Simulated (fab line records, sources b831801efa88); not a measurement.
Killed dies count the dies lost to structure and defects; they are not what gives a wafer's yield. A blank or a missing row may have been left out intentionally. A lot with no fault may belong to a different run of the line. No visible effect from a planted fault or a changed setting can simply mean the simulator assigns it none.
Matching of chambers ; flow gf180mcu ; GF_CONTACT_CVD_02 on pecvd-02 has 3 sister chambers
The step deposits SiO2 from TEOS, target thk 860 nm, time 95.992 s. 6 wafers are shown with their chamber, then 7 later ones without.

== WAFERS PAIRED WITH THEIR CHAMBERS ==
wafer;chamber;heater_power_w (W)
L463.1;0;684
L463.5;2;870
L464.5;2;870
L464.6;1;674
L465.2;1;766
L465.3;0;688

== WAFERS MISSING THEIR CHAMBER ==
wafer;heater_power_w (W)
L465.4;576
L468.2;739
L468.5;806
L468.6;645
L469.1;768
L469.5;650
L469.6;794

== EACH ONE'S CHAMBER ==
wafer;from the rows above;in truth
L465.4;can't be placed: 0 or 1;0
L468.2;can't be placed: 1 or 0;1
L468.5;can't be placed: 2 or 1 or 0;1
L468.6;can't be placed: 0 or 1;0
L469.1;can't be placed: 1 or 0 or 2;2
L469.5;can't be placed: 0 or 1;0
L469.6;can't be placed: 1 or 2 or 0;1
0 of 7 placed correctly. These rows do not allow placing 7 (true chamber among the candidates in 7). Wrongly placed: 0.
How it was worked out, from the rows above alone: a wafer's distance from a chamber is the root of the sum, over the readings, of the square of ((its reading less the chamber's mean) divided by the reading's scatter). The wafer belongs to the nearest chamber; if the next one is less than 2 further off, it can't be placed. Each chamber's mean is taken over the wafers shown for it. The scatter: take each reading less its chamber's mean, square it, sum over the shown wafers, divide by the number of wafers less the number of chambers, and take the root.
